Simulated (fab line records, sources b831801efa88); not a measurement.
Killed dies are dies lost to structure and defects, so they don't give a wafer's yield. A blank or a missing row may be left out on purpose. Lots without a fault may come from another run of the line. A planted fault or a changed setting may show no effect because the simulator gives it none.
A struck lot beside a sound one | flow sky130 | 44 steps out of a route of 708
Sound: wafers L208.4, L208.5, L208.6. Struck: wafer L216.4. (L216.1, L216.5 of the same lot were not struck and are left out.) The cause comes at the end.
At each step with rows: each side's tool, then ch and its chambers, then its first start. Under that, the readings that differ: sound wafers | struck wafers | difference of the means | sigmas: that difference in standard deviations of wafers without a fault.
alike: readings whose means differ by less than 2 such deviations, and words and numbers that are the same on both sides. not compared: withheld readings, readings that some wafer has no value for, bounds like >300 that may hide the same value, and numbers for which the record gives no deviation and whose values overlap.
The two part at a step that has a row with sigmas, a row that says differs or no value, or rows on one side only. Numbers that don't overlap but have no deviation are shown without sigmas and don't part them. A reading that every wafer of one side lacks parts them only if that side has two wafers or more.

first, 4 steps without rows for these wafers: SKY_VIA3_SOFTBAKE_08 (time 90 s); SKY_VIA3_EXPOSE_09 (exposes mask VIM3, target cd 200 nm); SKY_VIA3_PEB_10; SKY_VIA3_DEVELOP_11 (develop time 60 s).
SKY_VIA3_CD_MEAS_12: target cd 200 nm.
  sound on cd_sem-01, day 42 02:05; struck on cd_sem-02, day 44 00:35
  alike: cd_nm
SKY_VIA3_OVL_MEAS_13:
  sound on overlay-01, day 42 02:10; struck on overlay-02, day 44 00:43
  alike: VIA3_OVL
SKY_VIA3_ETCH_14: etches BARC in N2/H2, stops on SiO2, time 45.9 s, target depth 60 nm.
  sound on rie_diel-02 ch 0,1, day 42 02:11; struck on rie_diel-04 ch 3, day 44 00:44
  alike: drypump_motor_current_A, oes_product_au, throttle_valve_pct
  not compared: rf_hours_counter_h
SKY_VIA3_ETCH_15: etches SiO2 in C4F8/O2/Ar, stops on TiN, target depth 507 nm, time 78 s.
  sound on rie_diel-02 ch 0,1, day 42 02:14; struck on rie_diel-04 ch 3, day 44 00:47
  alike: oes_product_au
  not compared: rf_hours_counter_h
then, 4 steps without rows for these wafers: SKY_VIA3_STRIP_16 (strips in O2/N2); SKY_VIA3_STRIP_17 (strips in post etch residue remover, time 1200 s); SKY_VIA3_CLEAN_18 (cleans in IPA, time 180 s); SKY_VIA3_CLEAN_19 (cleans in O3/DIW).
SKY_VIA3_SPUTTER_20: material TiN, target thk 20 nm, time 80 s.
  sound on pvd_sputter-03, day 42 02:55; struck on pvd_sputter-03, day 44 01:26
  reading                                  | sound             | struck | difference | sigmas
  model.TiN_of_VIA3_SPUTTER_20.thk_nm (nm) | 19.85 19.84 20.06 | 31.61  | +11.69     |
  alike: throttle_valve_pct
then, 1 step without rows for these wafers: SKY_VIA3_CVD_21 (deposits W, target thk 390 nm, time 117.31 s).
SKY_VIA3_RS_MEAS_22: measures by four-point-probe.
  sound on film_metro-03, day 42 03:08; struck on film_metro-02, day 44 01:38
  alike: VIA3_W_RS
SKY_VIA3_THK_MEAS_23: measures by xrf.
  sound on film_metro-03, day 42 03:13; struck on film_metro-02, day 44 01:45
  alike: VIA3_W_THK
then, 2 steps without rows for these wafers: SKY_VIA3_CMP_24 (polishes, stops on SiO2, t overpolish 20 s, target thk 0 nm); SKY_METAL4_SPUTTER_00 (material Ti, target thk 15 nm, time 10 s).
SKY_METAL4_SPUTTER_01: material TiN, target thk 20 nm, time 16.7 s.
  sound on pvd_sputter-04, day 42 03:34; struck on pvd_sputter-02, day 44 02:37
  alike: throttle_valve_pct
SKY_METAL4_SPUTTER_02: material AlCu, target thk 735 nm, time 39.1 s.
  sound on pvd_sputter-04, day 42 03:35; struck on pvd_sputter-02, day 44 02:39
  alike: throttle_valve_pct
then, 3 steps without rows for these wafers: SKY_METAL4_SPUTTER_03 (material Ti, target thk 5 nm, time 3.3 s); SKY_METAL4_SPUTTER_04 (material TiN, target thk 70 nm, time 58.3 s); SKY_CAP2M_CVD_00 (deposits SiO2, target thk 15.5 nm).
SKY_CAP2M_THK_MEAS_01:
  sound on film_metro-04, day 42 03:46; struck on film_metro-03, day 44 02:46
  alike: CAP2M_CVD_00_THK
then, 1 step without rows for these wafers: SKY_CAP2M_SPUTTER_02 (material TiN, target thk 200 nm, time 166.7 s).
SKY_CAP2M_RS_MEAS_03: measures by four-point-probe.
  sound on film_metro-03, day 42 03:58; struck on film_metro-04, day 44 02:56
  alike: CAP2M_TIN_RS
SKY_CAP2M_THK_MEAS_04: measures by xrf.
  sound on film_metro-03, day 42 04:03; struck on film_metro-04, day 44 03:04
  alike: CAP2M_TIN_THK
then, 7 steps without rows for these wafers: SKY_CAP2M_DEHYDRATE_05 (time 60 s); SKY_CAP2M_HMDS_06 (prime time 60 s); SKY_CAP2M_COAT_07 (resist thk 1140 nm); SKY_CAP2M_SOFTBAKE_08 (time 60 s); SKY_CAP2M_EXPOSE_09 (exposes mask CAP2M, target cd 1000 nm); SKY_CAP2M_PEB_10; SKY_CAP2M_DEVELOP_11 (develop time 60 s).
SKY_CAP2M_OVL_MEAS_12:
  sound on overlay-01, day 43 02:56; struck on overlay-01, day 45 00:50
  alike: CAP2M_OVL
SKY_CAP2M_METAL_ETCH_13: etches TiN in Cl2/BCl3, stops on SiO2, target depth 220 nm, time 62.9 s.
  sound on rie_metal-04 ch 0,1, day 43 02:59; struck on rie_metal-04 ch 1, day 45 00:52
  alike: drypump_motor_current_A, oes_product_au, throttle_valve_pct
  not compared: rf_hours_counter_h
then, 6 steps without rows for these wafers: SKY_CAP2M_STRIP_14 (strips in O2/N2); SKY_CAP2M_STRIP_15 (strips in post etch residue remover, time 1200 s); SKY_CAP2M_CLEAN_16 (cleans in IPA, time 180 s); SKY_CAP2M_CLEAN_17 (cleans in O3/DIW); SKY_METAL4_DEHYDRATE_05 (time 60 s); SKY_METAL4_HMDS_06 (prime time 60 s).
SKY_METAL4_METAL_ETCH_18: etches the open film in Cl2/BCl3, stops on SiO2, target depth 845 nm, time 183.1 s.
  sound on rie_metal-04 ch 0,1, day 44 02:47; struck on rie_metal-03 ch 0, day 45 23:14
  reading                            | sound             | struck | difference | sigmas
  drypump_motor_current_A (A)        | 4.96 5.63 4.96    | 5.79   | +0.61      | +2
  oes_product_au (a.u.)              | 0.856 0.855 0.862 | 0.874  | +0.016     | +3
  model.METAL4.feature_depth_nm (nm) | 853.6 848.7 848.6 | 874.2  | +23.9      |
  model.etch.depth_nm (nm)           | 853.6 848.7 848.6 | 874.2  | +23.9      |
  alike: throttle_valve_pct
  not compared: rf_hours_counter_h
then, 1 step without rows for these wafers: SKY_PAD_OPEN_PROBE_99.

WHERE THEY PART
Only at SKY_METAL4_METAL_ETCH_18, within this record.

WHY: what the simulator had put in
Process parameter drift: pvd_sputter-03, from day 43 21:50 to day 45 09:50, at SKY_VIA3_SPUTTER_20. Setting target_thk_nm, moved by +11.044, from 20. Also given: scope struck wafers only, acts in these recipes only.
